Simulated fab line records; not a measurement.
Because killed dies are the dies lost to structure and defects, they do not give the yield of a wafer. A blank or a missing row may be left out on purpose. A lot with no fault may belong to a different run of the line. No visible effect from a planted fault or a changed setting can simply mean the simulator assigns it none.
Matching of chambers    flow gf180mcu    GF_MIM_CVD_05 on pecvd-01 has 3 sister chambers
The step deposits Si3N4, target thk 42 nm, time 29.086 s. 6 wafers are shown with their chamber, then 7 later ones without.

== WAFERS WITH THEIR CHAMBER ==
wafer   chamber  heater power w (W)
L086.4  2        695
L092.4  2        706
L092.5  1        676
L092.6  0        629
L093.3  0        623
L093.5  1        564

== WAFERS WHOSE CHAMBER IS MISSING ==
wafer   heater power w (W)
L093.6  666
L095.1  706
L095.2  612
L095.3  646
L096.2  665
L096.3  616
L096.4  674

== CHAMBER TAKEN BY EACH ==
wafer   from the rows above           in truth
L093.6  can't be placed: 2 or 0 or 1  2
L095.1  can't be placed: 2 or 0 or 1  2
L095.2  can't be placed: 1 or 0 or 2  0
L095.3  can't be placed: 0 or 1 or 2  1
L096.2  can't be placed: 2 or 0 or 1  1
L096.3  can't be placed: 1 or 0 or 2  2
L096.4  can't be placed: 2 or 0 or 1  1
Placed correctly: 0 of 7. Unplaceable from these rows: 7, with the true chamber sitting among the candidates in 7. 0 placed wrongly.
How it was worked out, from the rows above alone: a wafer's distance from a chamber is the root of the sum, over the readings, of the square of ((its reading less the chamber's mean) divided by the reading's scatter). The wafer belongs to the nearest chamber; if the next one is less than 2 further off, it can't be placed. A chamber's mean is the mean of its shown wafers. The scatter: the root of (the sum of the squares of (reading less its chamber's mean) over the shown wafers, divided by (wafers less chambers)).
